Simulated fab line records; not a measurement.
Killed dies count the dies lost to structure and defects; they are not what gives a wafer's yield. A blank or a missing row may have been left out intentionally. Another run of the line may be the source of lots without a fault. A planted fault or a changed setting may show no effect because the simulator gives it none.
A struck lot beside a sound one    flow gf180mcu    16 out of 602 route steps
Sound: the wafers L319.3, L319.4, L319.6. Wafers struck: L332.1, L332.3, L332.5. The cause is given at the end.
Per side, at each step with rows, come the tool, then ch with its chambers, and then its first start. Under that, the readings that differ: sound wafers    struck wafers    difference of the means    sigmas: that difference in standard deviations of wafers without a fault.
alike: a reading whose means differ by less than 2 such deviations, as well as words and numbers matching on both sides. not compared: withheld readings; readings where some wafer has no value; bounds like >300 that might hide an equal value; numbers whose values overlap and for which the record gives no deviation.
The two part at a step that has a row with sigmas, a row that says differs or no value, or rows on one side only. Numbers that don't overlap but have no deviation are shown without sigmas and don't part them. A reading that every wafer of one side lacks parts them only if that side has two wafers or more.

GF_V3_CMP_04: polishes SiO2.
  sound on cmp-02 ch 0,2,3, day 22 22:52; struck on cmp-02 ch 1,3, day 27 11:40
  alike: edge_zone_pressure_frac, motor_current_A, time_to_endpoint_s
GF_V3_BOW_MEAS_05:
  sound: film_metro-03 at day 22 23:12; struck: film_metro-04 at day 27 11:55
reading      sound        struck       difference  sigmas
V3_BOW (um)  106 104 103  124 119 133  +21         +2
then, 8 steps without rows for these wafers: GF_V3_DEHYDRATE_06 (time 60 s); GF_V3_HMDS_07 (prime time 60 s); GF_V3_COAT_08; GF_V3_COAT_09 (resist thk 1000 nm); GF_V3_SOFTBAKE_10 (time 57 s); GF_V3_EXPOSE_11 (exposes mask Via3, target cd 260 nm); GF_V3_PEB_12 (peb time 90 s); GF_V3_DEVELOP_13 (develop time 60 s).
GF_V3_CD_MEAS_14: target cd 260 nm.
  sound: cd_sem-02 at day 23 21:47; struck: cd_sem-01 at day 28 07:39
  alike: cd_nm
GF_V3_OVL_MEAS_15:
  sound: overlay-01 at day 23 21:53; struck: overlay-01 at day 28 07:46
  alike: V3_OVL
GF_V3_ETCH_16: etches BARC in N2/H2.
  sound on rie_diel-01 ch 0,1,2, day 23 21:55; struck on rie_diel-01 ch 0,1,3, day 28 07:48
  no value came back on the struck wafers for any of 6 readings (bias_w (W), chamber_pressure_mTorr (mTorr) and others); on the sound wafers bias_w (W) reads 100.4 99.2 100.0
GF_V3_ETCH_17: etches SiO2 in C4F8/O2/Ar, stops on TiN, target depth 635 nm.
  sound: rie_diel-01 ch 0,1,2; struck: rie_diel-01 ch 0,1,3
reading                sound              struck             difference  sigmas
oes_product_au (a.u.)  0.860 0.860 0.859  0.377 0.376 0.376  -0.483      -99 or more
  alike: bias_w, chamber_pressure_mTorr
GF_V3_STRIP_18: strips in O2/N2.
  sound on plasma_asher-02 ch 0,1, day 23 22:04; struck on plasma_asher-02 ch 0,1, day 28 07:56
reading                sound              struck             difference  sigmas
oes_product_au (a.u.)  0.590 0.590 0.595  0.603 0.619 0.616  +0.021      +4
  alike: drypump_motor_current_A, heater_power_w, platen_temp_c
  not compared: rf_hours_counter_h
then, 1 step without rows for these wafers: GF_V3_STRIP_19 (strips in post etch residue remover, time 1200 s).

## WHERE THEY PART
First at GF_V3_BOW_MEAS_05; last, within this record, at GF_V3_STRIP_18.

WHY: what the simulator had put in
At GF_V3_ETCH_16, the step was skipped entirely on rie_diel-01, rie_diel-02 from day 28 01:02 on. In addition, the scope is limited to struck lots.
